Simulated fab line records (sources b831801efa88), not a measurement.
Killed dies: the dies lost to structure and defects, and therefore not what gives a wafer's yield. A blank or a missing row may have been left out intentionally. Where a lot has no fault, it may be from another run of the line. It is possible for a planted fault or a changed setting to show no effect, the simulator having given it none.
Code-filled problem report in 8D (eight disciplines) form || flow sky130 || the parts of the form that need people (team, actions taken, sign-off) are left out

== 1. PROBLEM STATEMENT ==
primeTempC at SKY_PAD_OPEN_HMDS_01 reads a mean of 122.14 C on 6 wafers of 2 lots; wafers without a fault read 120.02 C with a standard deviation of 0.15. Measured from the usual mean, that is +14 standard deviations.
The step: prime time 60 s.
The first sign was on wafer L346.2 at day 47 16:27, on lithoTrack-02. At this step, 36 wafers from 12 lots have a number in the record. By rule, "out" or "out of limits" means more than 4 standard deviations away from the usual mean. All remaining wafers that have a number are taken as sound.

== 2. WHAT IT IS AND WHAT IT IS NOT ==
{"question": "which readings at this step", "is": "primeTempC", "is not": "chillPlateTempC"}
{"question": "which lots", "is": "L346, L349", "is not": "L337, L338, L339, L340, L341, L342, L343, L345, L354, L360"}
{"question": "which wafers of those lots", "is": "all that have a number", "is not": "-"}
{"question": "read on which tools", "is": "lithoTrack-02", "is not": "lithoTrack-01, lithoTrack-03"}
{"question": "when", "is": "from day 47 16:27", "is not": "up to then (24 sound wafers); but 6 sound wafers of L354, L360 came after"}

== 3. WHAT RULES OUT EACH SUSPECT ==
Counting: any tool at a process step up to the reading is kept as a suspect provided that every lot that is out went through it and no sound lot did after the first of them.
- lithoTrack-02 at SKY_PAD_OPEN_HMDS_01 (prime time 60 s): kept. Every lot that is out went through it, starting with L346 (day 47 16:27), and after that it ran no sound lot; the last sound lot it ran before then is L342 (day 46 17:20). On those wafers its own readings are out: primeTempC.
Left after counting: lithoTrack-02 at SKY_PAD_OPEN_HMDS_01.

== 4. THE CAUSE (what the simulator had put in) ==
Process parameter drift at SKY_PAD_OPEN_HMDS_01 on lithoTrack-02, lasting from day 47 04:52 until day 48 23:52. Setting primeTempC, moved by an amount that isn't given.
Counting left only this tool.

== 5. SEQUENCE OF EFFECTS, ordered by route ==
Each row: a reading whose mean over the struck wafers that have a number lies more than 3 standard deviations from the usual. Only readings for which the record gives a usual standard deviation are gone through. hours: the time from each lot's start at the first step in this table that gives one to its start at this step, as a median over the lots. sigmas: the change in usual standard deviations.
{"hours": 0, "step": "SKY_PAD_OPEN_HMDS_01", "reading": "primeTempC", "usual": "120.02 C", "on struck wafers": 122.14, "change": "+2.12", "sigmas": "+14"}
It contains these process steps:
- SKY_PAD_OPEN_HMDS_01: prime time 60 s.

== 6. HOW IT WOULD HAVE BEEN CAUGHT EARLIER ==
In this record no reading fell out of limits until day 47 16:27, 12 hours after the fault had begun at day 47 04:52.
